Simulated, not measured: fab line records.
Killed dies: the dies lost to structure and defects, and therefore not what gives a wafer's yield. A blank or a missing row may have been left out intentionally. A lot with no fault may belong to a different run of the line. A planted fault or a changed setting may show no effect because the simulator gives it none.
Chamber matching -- flow gf180mcu -- 4 sister chambers for GF_V2_CMP_04 on cmp-01
The step polishes SiO2. 8 wafers are shown with their chamber, then 7 later ones without.

== WAFERS PAIRED WITH THEIR CHAMBERS ==
wafer,chamber,motor current A (A),time to endpoint s (s)
L335.6,0,10.6,81
L339.6,2,12.3,84
L343.4,2,12.5,84
L344.2,0,10.6,86
L344.3,3,13.4,81
L344.4,1,12.0,84
L351.1,3,13.4,84
L351.3,1,12.1,81

== WAFERS WITH NO CHAMBER GIVEN ==
wafer,motor current A (A),time to endpoint s (s)
L351.6,13.3,82
L354.3,11.1,83
L354.4,11.7,77
L354.5,10.8,87
L355.1,11.2,78
L355.3,12.4,74
L355.4,13.6,77

== CHAMBER TAKEN BY EACH ==
wafer,from the rows above,in truth
L351.6,3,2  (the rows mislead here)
L354.3,0,0
L354.4,1,1
L354.5,0,0
L355.1,0,0
L355.3,can't be placed: 2 or 1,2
L355.4,3,3
Correct placement for 5 of the 7. Cannot be placed on the basis of these rows: 1; the candidates contain the true chamber in 1. Number placed wrongly: 1.
How it was worked out, from the rows above alone: a wafer's distance from a chamber is the root of the sum, over the readings, of the square of ((its reading less the chamber's mean) divided by the reading's scatter). The wafer belongs to the nearest chamber; if the next one is less than 2 further off, it can't be placed. The mean given for a chamber averages the wafers shown for that chamber. How the scatter is found: for the shown wafers, subtract from each reading the mean of its chamber, square and add these, divide the total by (wafers less chambers), then take the root.
